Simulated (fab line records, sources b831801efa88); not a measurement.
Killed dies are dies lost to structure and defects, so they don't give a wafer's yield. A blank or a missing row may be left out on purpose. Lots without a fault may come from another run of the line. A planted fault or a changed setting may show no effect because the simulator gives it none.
Which tool did it? | flow sky130 | 13 lots, 39 wafers sampled, at 4 steps of a route of 708

WHAT THE GAUGES READ, wafer by wafer
SKY_FIELD_ISO_THK_MEAS_25. Usual: FIELD_ISO_CVD_24_THK 595 nm, standard deviation 4.8.
lot  | measured    | on            | FIELD_ISO_CVD_24_THK (nm) | flag
L349 | day 2 08:43 | film_metro-03 | 600 597 607               |
L350 | day 2 10:59 | film_metro-02 | 598 591 588               |
L351 | day 2 19:43 | film_metro-02 | 590 592 597               |
L355 | day 3 15:53 | film_metro-01 | 595 597 596               |
L357 | day 4 01:52 | film_metro-01 | 600 595 595               |
L358 | day 4 06:14 | film_metro-02 | 596 598 599               |
L359 | day 4 11:34 | film_metro-02 | 593 593 593               |
L362 | day 5 02:55 | film_metro-02 | 603 603 599               |
L363 | day 5 08:23 | film_metro-02 | 591 590 591               |
L364 | day 5 13:01 | film_metro-02 | 594 605 598               |
L366 | day 5 23:41 | film_metro-01 | 593 602 597               |
L367 | day 6 05:13 | film_metro-02 | 596 600 596               |
L368 | day 6 10:46 | film_metro-02 | 595 586 590               |

SKY_GATE_OXIDE_THK_MEAS_02. Usual: GATE_OXIDE_OXIDATION_00_THK 10.30 nm, standard deviation 0.24.
lot  | measured     | on            | GATE_OXIDE_OXIDATION_00_THK (nm) | flag
L349 | day 12 15:58 | film_metro-04 | 10.52 10.28 10.56                |
L350 | day 12 20:59 | film_metro-02 | 10.27 10.35 10.36                |
L351 | day 13 08:41 | film_metro-03 | 10.29 10.30 10.29                |
L355 | day 14 15:16 | film_metro-04 | 10.65 10.63 10.64                |
L357 | day 15 11:40 | film_metro-04 | 10.07 9.89 10.07                 |
L358 | day 15 20:35 | film_metro-03 | 10.47 10.33 10.34                |
L359 | day 16 03:52 | film_metro-03 | 9.97 10.02 9.98                  |
L362 | day 17 04:26 | film_metro-03 | 10.36 10.23 10.29                |
L363 | day 17 17:49 | film_metro-04 | 9.99 9.96 10.08                  |
L364 | day 18 03:34 | film_metro-02 | 10.30 10.32 10.01                |
L366 | day 18 13:07 | film_metro-04 | 10.51 10.72 10.56                |
L367 | day 18 19:58 | film_metro-02 | 10.62 10.61 10.69                |
L368 | day 19 17:44 | film_metro-04 | 10.34 10.33 10.53                |

WHICH TOOL RAN EACH LOT (tool, then ch and the chambers of the sampled wafers, then the start)
lot  | SKY_FIELD_ISO_ETCH_14             | SKY_FIELD_ISO_STRIP_16
L349 | rie_diel-03 ch 0,1,3, day 2 05:41 | plasma_asher-02 ch 0,1, day 2 05:49
L350 | rie_diel-04 ch 0,1, day 2 09:07   | plasma_asher-04 ch 0,1, day 2 09:13
L351 | rie_diel-04 ch 0,1,3, day 2 15:55 | plasma_asher-02 ch 0,1, day 2 16:01
L355 | rie_diel-04 ch 1,3, day 3 13:25   | plasma_asher-03 ch 0,1, day 3 13:31
L357 | rie_diel-04 ch 0,1,3, day 3 23:55 | plasma_asher-02 ch 0,1, day 4 00:01
L358 | rie_diel-04 ch 0,1, day 4 03:58   | plasma_asher-02 ch 0,1, day 4 04:04
L359 | rie_diel-04 ch 0,2,3, day 4 08:35 | plasma_asher-03 ch 0,1, day 4 08:41
L362 | rie_diel-04 ch 0,3, day 5 00:40   | plasma_asher-02 ch 1, day 5 00:46
L363 | rie_diel-02 ch 1,3, day 5 05:55   | plasma_asher-02 ch 0,1, day 5 06:01
L364 | rie_diel-03 ch 0,2,3, day 5 10:26 | plasma_asher-02 ch 0,1, day 5 10:32
L366 | rie_diel-03 ch 1,2,3, day 5 21:37 | plasma_asher-04 ch 0,1, day 5 21:43
L367 | rie_diel-03 ch 0,1, day 6 02:20   | plasma_asher-03 ch 0,1, day 6 02:28
L368 | rie_diel-02 ch 1,2,3, day 6 08:22 | plasma_asher-02 ch 0,1, day 6 08:28
- SKY_FIELD_ISO_ETCH_14: etches BARC in N2/H2, stops on SiO2, time 45.9 s, target depth 60 nm.
- SKY_FIELD_ISO_STRIP_16: strips in O2/N2.

WHAT THE TOOLS THEMSELVES READ (means of the sampled wafers that have a number; where no wafer has one, the mark that the record gives instead)
SKY_FIELD_ISO_ETCH_14. Usual: drypump_motor_current_A 5.8 A, standard deviation 0.48; oes_product_au 0.855 a.u., standard deviation 0.0048; throttle_valve_pct 13.226 %, standard deviation 0.0078.
lot  | tool        | drypump_motor_current_A (A) | oes_product_au (a.u.) | throttle_valve_pct (%) | flag
L349 | rie_diel-03 | 5.6                         | 0.853                 | 13.224                 |
L350 | rie_diel-04 | 6.5                         | 0.854                 | 13.235                 |
L351 | rie_diel-04 | 6.1                         | 0.854                 | 13.227                 |
L355 | rie_diel-04 | 6.1                         | 0.852                 | 13.216                 |
L357 | rie_diel-04 | 6.1                         | 0.861                 | 13.224                 |
L358 | rie_diel-04 | 6.5                         | 0.857                 | 13.225                 |
L359 | rie_diel-04 | 5.8                         | 0.855                 | 13.225                 |
L362 | rie_diel-04 | 5.7                         | 0.851                 | 13.213                 |
L363 | rie_diel-02 | 5.7                         | 0.854                 | 13.225                 |
L364 | rie_diel-03 | 5.7                         | 0.853                 | 13.220                 |
L366 | rie_diel-03 | 5.4                         | 0.854                 | 13.227                 |
L367 | rie_diel-03 | 5.8                         | 0.861                 | 13.221                 |
L368 | rie_diel-02 | 5.7                         | 0.857                 | 13.229                 |

SKY_FIELD_ISO_STRIP_16. Usual: drypump_motor_current_A 5.8 A, standard deviation 0.42; o2_flow_sccm 3000 sccm, standard deviation 8.9; oes_product_au 0.379 a.u., standard deviation 0.0048; strip_time_to_endpoint_s 3.594 s, standard deviation 0.029.
lot  | tool            | drypump_motor_current_A (A) | o2_flow_sccm (sccm) | oes_product_au (a.u.) | strip_time_to_endpoint_s (s) | flag
L349 | plasma_asher-02 | 6.0                         | 3001                | 0.376                 | 3.530                        |
L350 | plasma_asher-04 | 5.2                         | 2999                | 0.378                 | 3.604                        |
L351 | plasma_asher-02 | 6.0                         | 3006                | 0.383                 | 3.615                        |
L355 | plasma_asher-03 | 6.1                         | 3005                | 0.377                 | 3.595                        |
L357 | plasma_asher-02 | 5.9                         | 3006                | 0.373                 | 3.582                        |
L358 | plasma_asher-02 | 6.0                         | 3004                | 0.381                 | 3.605                        |
L359 | plasma_asher-03 | 5.8                         | 3007                | 0.382                 | 3.604                        |
L362 | plasma_asher-02 | 6.0                         | 3009                | 0.381                 | 3.602                        |
L363 | plasma_asher-02 | 5.9                         | 2999                | 0.379                 | 3.622                        |
L364 | plasma_asher-02 | 6.0                         | 2995                | 0.382                 | 3.990                        | OFF
L366 | plasma_asher-04 | 5.5                         | 3001                | 0.383                 | 3.567                        |
L367 | plasma_asher-03 | 6.1                         | 2998                | 0.376                 | 3.585                        |
L368 | plasma_asher-02 | 5.9                         | 2992                | 0.376                 | 3.829                        | OFF

THE ANSWER, worked out from the rows above alone
Rule: a lot is off if the mean of its wafers that have a number lies more than 3 standard deviations from the usual mean. A lot without any number at a reading at which 4 lots or more have one is off too. The other lots that the step has rows for count as sound. The gauges are gone through in route order, then the tools' own readings, and for those a lot's mean is taken as printed above. The first step at which some lot is off is used, and at that step the reading that is off furthest; a lot without a number counts as furthest.
Off: L364, L368, at SKY_FIELD_ISO_STRIP_16 (strip_time_to_endpoint_s).
A tool fits if, at that step or a process step before it, it ran every lot that is off, and no sound lot after the first of them. One fits: plasma_asher-02 at SKY_FIELD_ISO_STRIP_16. Its last sound lot is L363 (day 5 06:01), its first lot that is off L364 (day 5 10:32): a fault that began between those two fits.
The tool's own readings at SKY_FIELD_ISO_STRIP_16 bear it out: on the lots that are off they differ by more than 5 times the standard deviation of the sound lots' means. strip_time_to_endpoint_s reads 3.910 s there against 3.592 s on the sound lots.

WHAT THE SIMULATOR HAD PUT IN
Process parameter drift: plasma_asher-02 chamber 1, from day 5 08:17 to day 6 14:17, at SKY_FIELD_ISO_STRIP_16. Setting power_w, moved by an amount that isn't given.
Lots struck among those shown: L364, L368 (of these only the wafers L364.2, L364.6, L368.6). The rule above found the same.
